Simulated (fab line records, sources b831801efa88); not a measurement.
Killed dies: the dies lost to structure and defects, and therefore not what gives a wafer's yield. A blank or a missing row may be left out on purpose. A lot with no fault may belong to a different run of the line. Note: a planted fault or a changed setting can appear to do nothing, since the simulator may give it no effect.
Which tool was responsible? || flow gf180mcu || 13 lots, 39 wafers sampled, at 6 steps of a route of 602

WHAT THE GAUGES SHOWED, per wafer
GF_STI_BOW_MEAS_00.
{"lot": "L839", "measured": "day 1 10:01", "on": "film metro-02", "INCOMING_BOW (um)": "-12 1 -8"}
{"lot": "L840", "measured": "day 1 15:00", "on": "film metro-02", "INCOMING_BOW (um)": "-3 2 -1"}
{"lot": "L841", "measured": "day 1 20:00", "on": "film metro-02", "INCOMING_BOW (um)": "12 -3 -3"}
{"lot": "L842", "measured": "day 2 01:01", "on": "film metro-01", "INCOMING_BOW (um)": "2 9 3"}
{"lot": "L844", "measured": "day 2 11:02", "on": "film metro-03", "INCOMING_BOW (um)": "-2 8 12"}
{"lot": "L846", "measured": "day 2 21:01", "on": "film metro-01", "INCOMING_BOW (um)": "-2 -9 1"}
{"lot": "L848", "measured": "day 3 07:00", "on": "film metro-02", "INCOMING_BOW (um)": "7 -1 0"}
{"lot": "L849", "measured": "day 3 12:00", "on": "film metro-02", "INCOMING_BOW (um)": "-4 -1 -7"}
{"lot": "L851", "measured": "day 3 22:00", "on": "film metro-03", "INCOMING_BOW (um)": "0 -3 -4"}
{"lot": "L856", "measured": "day 4 23:00", "on": "film metro-03", "INCOMING_BOW (um)": "-5 -11 8"}
{"lot": "L857", "measured": "day 5 04:00", "on": "film metro-01", "INCOMING_BOW (um)": "4 -2 0"}
{"lot": "L858", "measured": "day 5 09:00", "on": "film metro-02", "INCOMING_BOW (um)": "-5 15 6"}
{"lot": "L861", "measured": "day 6 00:01", "on": "film metro-02", "INCOMING_BOW (um)": "2 3 0"}

GF_VT_IMPLANT_OVL_MEAS_18.
{"lot": "L839", "measured": "day 6 13:09", "on": "overlay-01", "VT_IMPLANT_01_OVL (nm)": "0.8 0.7 0.8"}
{"lot": "L840", "measured": "day 6 16:31", "on": "overlay-02", "VT_IMPLANT_01_OVL (nm)": "-0.9 0.7 -0.4"}
{"lot": "L841", "measured": "day 6 20:58", "on": "overlay-02", "VT_IMPLANT_01_OVL (nm)": "0.7 0.1 3.1"}
{"lot": "L842", "measured": "day 7 10:45", "on": "overlay-02", "VT_IMPLANT_01_OVL (nm)": "2.0 2.1 1.4"}
{"lot": "L844", "measured": "day 7 15:07", "on": "overlay-01", "VT_IMPLANT_01_OVL (nm)": "-0.3 0.7 0.4"}
{"lot": "L846", "measured": "day 8 00:52", "on": "overlay-01", "VT_IMPLANT_01_OVL (nm)": "0.0 1.1 0.8"}
{"lot": "L848", "measured": "day 8 14:19", "on": "overlay-01", "VT_IMPLANT_01_OVL (nm)": "0.9 0.3 0.3"}
{"lot": "L849", "measured": "day 9 01:16", "on": "overlay-02", "VT_IMPLANT_01_OVL (nm)": "1.0 1.2 1.2"}
{"lot": "L851", "measured": "day 9 10:55", "on": "overlay-01", "VT_IMPLANT_01_OVL (nm)": "-0.5 2.4 2.5"}
{"lot": "L856", "measured": "day 10 17:52", "on": "overlay-02", "VT_IMPLANT_01_OVL (nm)": "0.4 -0.5 1.0"}
{"lot": "L857", "measured": "day 11 02:33", "on": "overlay-02", "VT_IMPLANT_01_OVL (nm)": "1.9 1.5 3.2"}
{"lot": "L858", "measured": "day 11 07:46", "on": "overlay-01", "VT_IMPLANT_01_OVL (nm)": "0.7 4.3 2.7"}
{"lot": "L861", "measured": "day 12 04:19", "on": "overlay-02", "VT_IMPLANT_01_OVL (nm)": "3.2 3.2 1.9"}

GF_HV_LDD_TW_MEAS_11.
{"lot": "L839", "measured": "day 10 07:31", "on": "film metro-04", "HV_LDD_TW": "2411 2410 2411"}
{"lot": "L840", "measured": "day 10 11:30", "on": "film metro-03", "HV_LDD_TW": "2415 2403 2419"}
{"lot": "L841", "measured": "day 10 18:55", "on": "film metro-01", "HV_LDD_TW": "2411 2392 2406"}
{"lot": "L842", "measured": "day 11 08:46", "on": "film metro-01", "HV_LDD_TW": "2405 2410 2408"}
{"lot": "L844", "measured": "day 11 14:59", "on": "film metro-04", "HV_LDD_TW": "2408 2407 2415"}
{"lot": "L846", "measured": "day 12 00:10", "on": "film metro-04", "HV_LDD_TW": "2399 2403 2410"}
{"lot": "L848", "measured": "day 12 17:57", "on": "film metro-03", "HV_LDD_TW": "2389 2391 2389"}
{"lot": "L849", "measured": "day 13 04:42", "on": "film metro-01", "HV_LDD_TW": "2402 2402 2411"}
{"lot": "L851", "measured": "day 13 18:00", "on": "film metro-04", "HV_LDD_TW": "2412 2403 2394"}
{"lot": "L856", "measured": "day 15 11:10", "on": "film metro-04", "HV_LDD_TW": "2340 2319 2339"}
{"lot": "L857", "measured": "day 15 17:10", "on": "film metro-04", "HV_LDD_TW": "2409 2407 2405"}
{"lot": "L858", "measured": "day 15 21:29", "on": "film metro-03", "HV_LDD_TW": "2343 2338 2356"}
{"lot": "L861", "measured": "day 16 21:32", "on": "film metro-04", "HV_LDD_TW": "2403 2405 2402"}

GF_HV_LDD_RS_MEAS_53: measurement is done with a four-point probe.
{"lot": "L839", "measured": "day 12 17:16", "on": "film metro-01", "HV_LDD_RS (ohm/sq)": "417.8 419.3 419.4"}
{"lot": "L840", "measured": "day 12 21:48", "on": "film metro-04", "HV_LDD_RS (ohm/sq)": "418.5 419.6 418.3"}
{"lot": "L841", "measured": "day 13 06:11", "on": "film metro-04", "HV_LDD_RS (ohm/sq)": "417.7 417.2 418.6"}
{"lot": "L842", "measured": "day 13 19:50", "on": "film metro-03", "HV_LDD_RS (ohm/sq)": "419.0 418.4 419.2"}
{"lot": "L844", "measured": "day 14 03:50", "on": "film metro-04", "HV_LDD_RS (ohm/sq)": "417.6 418.0 419.0"}
{"lot": "L846", "measured": "day 14 13:34", "on": "film metro-01", "HV_LDD_RS (ohm/sq)": "419.2 418.7 418.4"}
{"lot": "L848", "measured": "day 15 08:27", "on": "film metro-03", "HV_LDD_RS (ohm/sq)": "417.3 419.0 417.9"}
{"lot": "L849", "measured": "day 15 21:07", "on": "film metro-03", "HV_LDD_RS (ohm/sq)": "416.4 417.0 416.3"}
{"lot": "L851", "measured": "day 16 10:07", "on": "film metro-03", "HV_LDD_RS (ohm/sq)": "417.6 418.2 418.7"}
{"lot": "L856", "measured": "day 18 08:16", "on": "film metro-03", "HV_LDD_RS (ohm/sq)": "441.5 441.2 440.2"}
{"lot": "L857", "measured": "day 18 14:05", "on": "film metro-04", "HV_LDD_RS (ohm/sq)": "417.0 418.2 418.2"}
{"lot": "L858", "measured": "day 18 19:34", "on": "film metro-01", "HV_LDD_RS (ohm/sq)": "441.8 440.9 440.0"}
{"lot": "L861", "measured": "day 19 21:35", "on": "film metro-03", "HV_LDD_RS (ohm/sq)": "418.6 417.9 418.3"}

GF_SAB_THK_MEAS_01.
{"lot": "L839", "measured": "day 14 14:44", "on": "film metro-02", "SAB_CVD_00_THK (nm)": "49.2 50.2 49.8"}
{"lot": "L840", "measured": "day 14 18:43", "on": "film metro-03", "SAB_CVD_00_THK (nm)": "49.6 49.7 50.2"}
{"lot": "L841", "measured": "day 15 03:40", "on": "film metro-03", "SAB_CVD_00_THK (nm)": "49.6 49.1 49.6"}
{"lot": "L842", "measured": "day 15 16:40", "on": "film metro-01", "SAB_CVD_00_THK (nm)": "48.5 49.6 49.7"}
{"lot": "L844", "measured": "day 16 01:52", "on": "film metro-02", "SAB_CVD_00_THK (nm)": "49.1 50.6 50.3"}
{"lot": "L846", "measured": "day 16 11:43", "on": "film metro-02", "SAB_CVD_00_THK (nm)": "49.8 49.4 49.5"}
{"lot": "L848", "measured": "day 17 08:39", "on": "film metro-03", "SAB_CVD_00_THK (nm)": "49.9 50.8 51.2"}
{"lot": "L849", "measured": "day 17 22:18", "on": "film metro-02", "SAB_CVD_00_THK (nm)": "49.2 50.1 50.3"}
{"lot": "L851", "measured": "day 18 11:30", "on": "film metro-03", "SAB_CVD_00_THK (nm)": "49.3 50.2 50.7"}
{"lot": "L856", "measured": "day 20 12:51", "on": "film metro-03", "SAB_CVD_00_THK (nm)": "49.8 50.7 50.5"}
{"lot": "L857", "measured": "day 20 18:15", "on": "film metro-03", "SAB_CVD_00_THK (nm)": "49.8 50.1 51.0"}
{"lot": "L858", "measured": "day 20 23:46", "on": "film metro-02", "SAB_CVD_00_THK (nm)": "50.2 50.3 52.2"}
{"lot": "L861", "measured": "day 22 00:49", "on": "film metro-02", "SAB_CVD_00_THK (nm)": "49.8 51.0 50.8"}

WHICH TOOL RAN EACH LOT (tool, then ch and the chambers of the sampled wafers, then the start)
{"lot": "L839", "GF_HV_LDD_IMPLANT_09": "implanter-04 ch 0, day 10 07:16"}
{"lot": "L840", "GF_HV_LDD_IMPLANT_09": "implanter-01 ch 0, day 10 11:15"}
{"lot": "L841", "GF_HV_LDD_IMPLANT_09": "implanter-04 ch 0, day 10 18:40"}
{"lot": "L842", "GF_HV_LDD_IMPLANT_09": "implanter-03 ch 0, day 11 08:31"}
{"lot": "L844", "GF_HV_LDD_IMPLANT_09": "implanter-04 ch 0, day 11 14:46"}
{"lot": "L846", "GF_HV_LDD_IMPLANT_09": "implanter-04 ch 0, day 11 23:55"}
{"lot": "L848", "GF_HV_LDD_IMPLANT_09": "implanter-01 ch 0, day 12 17:42"}
{"lot": "L849", "GF_HV_LDD_IMPLANT_09": "implanter-04 ch 0, day 13 04:27"}
{"lot": "L851", "GF_HV_LDD_IMPLANT_09": "implanter-01 ch 0, day 13 17:45"}
{"lot": "L856", "GF_HV_LDD_IMPLANT_09": "implanter-04 ch 0, day 15 10:55"}
{"lot": "L857", "GF_HV_LDD_IMPLANT_09": "implanter-03 ch 0, day 15 16:55"}
{"lot": "L858", "GF_HV_LDD_IMPLANT_09": "implanter-04 ch 0, day 15 21:13"}
{"lot": "L861", "GF_HV_LDD_IMPLANT_09": "implanter-03 ch 0, day 16 21:17"}
- GF_HV_LDD_IMPLANT_09

WHAT THE TOOLS THEMSELVES READ (means of the sampled wafers that have a number; where no wafer has one, the mark that the record gives instead)
GF_HV_LDD_IMPLANT_09.
{"lot": "L839", "tool": "implanter-04", "beam on s (s)": 9.92, "dose ions cm2": 1.0011e+14, "faraday current uA": 569}
{"lot": "L840", "tool": "implanter-01", "beam on s (s)": 9.96, "dose ions cm2": 1.0010e+14, "faraday current uA": 565}
{"lot": "L841", "tool": "implanter-04", "beam on s (s)": 9.98, "dose ions cm2": 9.9923e+13, "faraday current uA": 565}
{"lot": "L842", "tool": "implanter-03", "beam on s (s)": 10.33, "dose ions cm2": 1.0000e+14, "faraday current uA": 544}
{"lot": "L844", "tool": "implanter-04", "beam on s (s)": 10.06, "dose ions cm2": 1.0003e+14, "faraday current uA": 561}
{"lot": "L846", "tool": "implanter-04", "beam on s (s)": 10.27, "dose ions cm2": 1.0005e+14, "faraday current uA": 550}
{"lot": "L848", "tool": "implanter-01", "beam on s (s)": 9.97, "dose ions cm2": 1.0004e+14, "faraday current uA": 564}
{"lot": "L849", "tool": "implanter-04", "beam on s (s)": 10.03, "dose ions cm2": 1.0001e+14, "faraday current uA": 562}
{"lot": "L851", "tool": "implanter-01", "beam on s (s)": 10.02, "dose ions cm2": 9.9917e+13, "faraday current uA": 560}
{"lot": "L856", "tool": "implanter-04", "beam on s (s)": 9.82, "dose ions cm2": 8.8657e+13, "faraday current uA": 507}
{"lot": "L857", "tool": "implanter-03", "beam on s (s)": 9.97, "dose ions cm2": 9.9987e+13, "faraday current uA": 565}
{"lot": "L858", "tool": "implanter-04", "beam on s (s)": 10.10, "dose ions cm2": 8.8470e+13, "faraday current uA": 494}
{"lot": "L861", "tool": "implanter-03", "beam on s (s)": 9.98, "dose ions cm2": 1.0003e+14, "faraday current uA": 564}

THE ANSWER, worked out from the rows above alone
Rule: usual is defined by the lots themselves. The widest of any qualifying gaps counts: lots, ordered by their means at a reading, are off when they make up no more than a third of the lots, leave a main group of 4 or more, and stand apart from it by 3 or more times the standard deviation of that group's means. If all means in a main group match to the digits the tables above print for the reading, that group is not used. Also off: a lot with no number at a reading for which 4 or more lots have one. The other lots that the step has rows for count as sound. First the gauges in route order, then the tools' own readings, where a lot's mean is used as printed above. At the first step where some lot is off, the reading lying furthest off is the one used; lots without a number count as furthest.
Off: at GF_HV_LDD_TW_MEAS_11 (HV_LDD_TW), L856, L858. Mean 2405 and standard deviation 5.8 in the main group.
A tool fits if, at a process step before that reading, it ran every lot that is off, and no sound lot after the first of them. The gauges at GF_HV_LDD_TW_MEAS_11 aren't tried: what is off there is off at GF_HV_LDD_IMPLANT_09 too, on other tools, and a gauge's error can't cause that. One candidate fits, namely implanter-04 at GF_HV_LDD_IMPLANT_09. A fault onset in the window from L849 (day 13 04:27, its last sound lot) to L856 (day 15 10:55, its first lot off) fits.
The tool's own readings at GF_HV_LDD_IMPLANT_09 bear it out: on the lots that are off they differ by more than 5 times the standard deviation of the sound lots' means. dose ions cm2 reads 8.8564e+13 there against 1.0002e+14 on the sound lots; faraday current uA reads 500 there against 561 on the sound lots.

WHAT THE SIMULATOR HAD INSERTED
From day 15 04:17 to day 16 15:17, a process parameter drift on implanter-04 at GF_HV_LDD_IMPLANT_09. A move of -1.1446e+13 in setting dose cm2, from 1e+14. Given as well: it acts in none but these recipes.
Shown lots that were struck: L856, L858. The rule given above showed the same thing.
